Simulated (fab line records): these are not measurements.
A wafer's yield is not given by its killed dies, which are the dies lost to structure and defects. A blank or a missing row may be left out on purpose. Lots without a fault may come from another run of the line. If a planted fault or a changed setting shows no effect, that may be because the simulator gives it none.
What tool caused it? || flow sky130 || 14 lots, 42 wafers sampled, at 1 step of a route of 708

WHAT THE GAUGES READ, wafer by wafer
The record lacks any reading of a measuring or inspecting step that a usual standard deviation could be used to judge.

TOOL THAT RAN EACH LOT (tool first, then ch and the chambers of the sampled wafers, then the start)
{"lot": "L136", "SKY_FIELD_ISO_CVD_03": "lpcvd-02 ch 0, day 1 13:05"}
{"lot": "L138", "SKY_FIELD_ISO_CVD_03": "lpcvd-02 ch 1, day 2 01:31"}
{"lot": "L140", "SKY_FIELD_ISO_CVD_03": "lpcvd-02 ch 0, day 2 09:25"}
{"lot": "L141", "SKY_FIELD_ISO_CVD_03": "lpcvd-02 ch 0, day 2 13:46"}
{"lot": "L142", "SKY_FIELD_ISO_CVD_03": "lpcvd-02 ch 0, day 2 18:26"}
{"lot": "L143", "SKY_FIELD_ISO_CVD_03": "lpcvd-02 ch 0, day 2 22:41"}
{"lot": "L146", "SKY_FIELD_ISO_CVD_03": "lpcvd-02 ch 0, day 3 14:28"}
{"lot": "L147", "SKY_FIELD_ISO_CVD_03": "lpcvd-02 ch 1, day 3 19:19"}
{"lot": "L153", "SKY_FIELD_ISO_CVD_03": "lpcvd-02 ch 1, day 5 01:22"}
{"lot": "L154", "SKY_FIELD_ISO_CVD_03": "lpcvd-02 ch 1, day 5 07:52"}
{"lot": "L155", "SKY_FIELD_ISO_CVD_03": "lpcvd-02 ch 0, day 5 11:01"}
{"lot": "L156", "SKY_FIELD_ISO_CVD_03": "lpcvd-02 ch 0, day 5 18:33"}
{"lot": "L158", "SKY_FIELD_ISO_CVD_03": "lpcvd-02 ch 1, day 6 04:21"}
{"lot": "L159", "SKY_FIELD_ISO_CVD_03": "lpcvd-02 ch 1, day 6 08:40"}
- SKY_FIELD_ISO_CVD_03: deposits Si3N4 from DCS/NH3, target thk 165 nm, time 2830 s.

WHAT THE TOOLS THEMSELVES READ (means of the sampled wafers that have a number; where no wafer has one, the mark that the record gives instead)
SKY_FIELD_ISO_CVD_03.
{"lot": "L136", "tool": "lpcvd-02", "pressure-mtorr (mTorr)": 250.1, "spike-tc-bottom-C (C)": 789.6}
{"lot": "L138", "tool": "lpcvd-02", "pressure-mtorr (mTorr)": 250.2, "spike-tc-bottom-C (C)": 787.7}
{"lot": "L140", "tool": "lpcvd-02", "pressure-mtorr (mTorr)": 249.8, "spike-tc-bottom-C (C)": 791.0}
{"lot": "L141", "tool": "lpcvd-02", "pressure-mtorr (mTorr)": 250.0, "spike-tc-bottom-C (C)": 790.2}
{"lot": "L142", "tool": "lpcvd-02", "pressure-mtorr (mTorr)": 249.6, "spike-tc-bottom-C (C)": 789.7}
{"lot": "L143", "tool": "lpcvd-02", "pressure-mtorr (mTorr)": 249.8, "spike-tc-bottom-C (C)": 790.2}
{"lot": "L146", "tool": "lpcvd-02", "pressure-mtorr (mTorr)": "-", "spike-tc-bottom-C (C)": "-"}
{"lot": "L147", "tool": "lpcvd-02", "pressure-mtorr (mTorr)": "-", "spike-tc-bottom-C (C)": "-"}
{"lot": "L153", "tool": "lpcvd-02", "pressure-mtorr (mTorr)": 250.7, "spike-tc-bottom-C (C)": 787.7}
{"lot": "L154", "tool": "lpcvd-02", "pressure-mtorr (mTorr)": 250.5, "spike-tc-bottom-C (C)": 789.0}
{"lot": "L155", "tool": "lpcvd-02", "pressure-mtorr (mTorr)": 250.2, "spike-tc-bottom-C (C)": 789.9}
{"lot": "L156", "tool": "lpcvd-02", "pressure-mtorr (mTorr)": 250.1, "spike-tc-bottom-C (C)": 790.1}
{"lot": "L158", "tool": "lpcvd-02", "pressure-mtorr (mTorr)": 250.1, "spike-tc-bottom-C (C)": 787.7}
{"lot": "L159", "tool": "lpcvd-02", "pressure-mtorr (mTorr)": 250.3, "spike-tc-bottom-C (C)": 788.2}

THE ANSWER, worked out from the rows above alone
Rule: what is usual is taken from the lots themselves. Put in order of their means at a reading, lots are off if they are a third of the lots or fewer, leave a main group of 4 or more, and stand apart from it by a gap of 3 or more times the standard deviation of the main group's means; of several such gaps the widest counts. If all means in a main group match to the digits the tables above print for the reading, that group is not used. Also off: a lot with no number at a reading for which 4 or more lots have one. The other lots that the step has rows for count as sound. After the gauges, taken in route order, come the tools' own readings; for these a lot's mean is taken, as printed above. The first step at which some lot is off is used, and at that step the reading that is off furthest; a lot without a number counts as furthest.
Off: L146, L147 (SKY_FIELD_ISO_CVD_03, pressure-mtorr). Without a number there: L146, L147. Mean 250.1 mTorr and standard deviation 0.29 in the main group.
If a tool, at that step or one of the process steps before it, ran each lot that is off and ran no sound lot following the first of them, it fits. No candidate that was tried fits.

WHAT HAD BEEN PUT IN BY THE SIMULATOR
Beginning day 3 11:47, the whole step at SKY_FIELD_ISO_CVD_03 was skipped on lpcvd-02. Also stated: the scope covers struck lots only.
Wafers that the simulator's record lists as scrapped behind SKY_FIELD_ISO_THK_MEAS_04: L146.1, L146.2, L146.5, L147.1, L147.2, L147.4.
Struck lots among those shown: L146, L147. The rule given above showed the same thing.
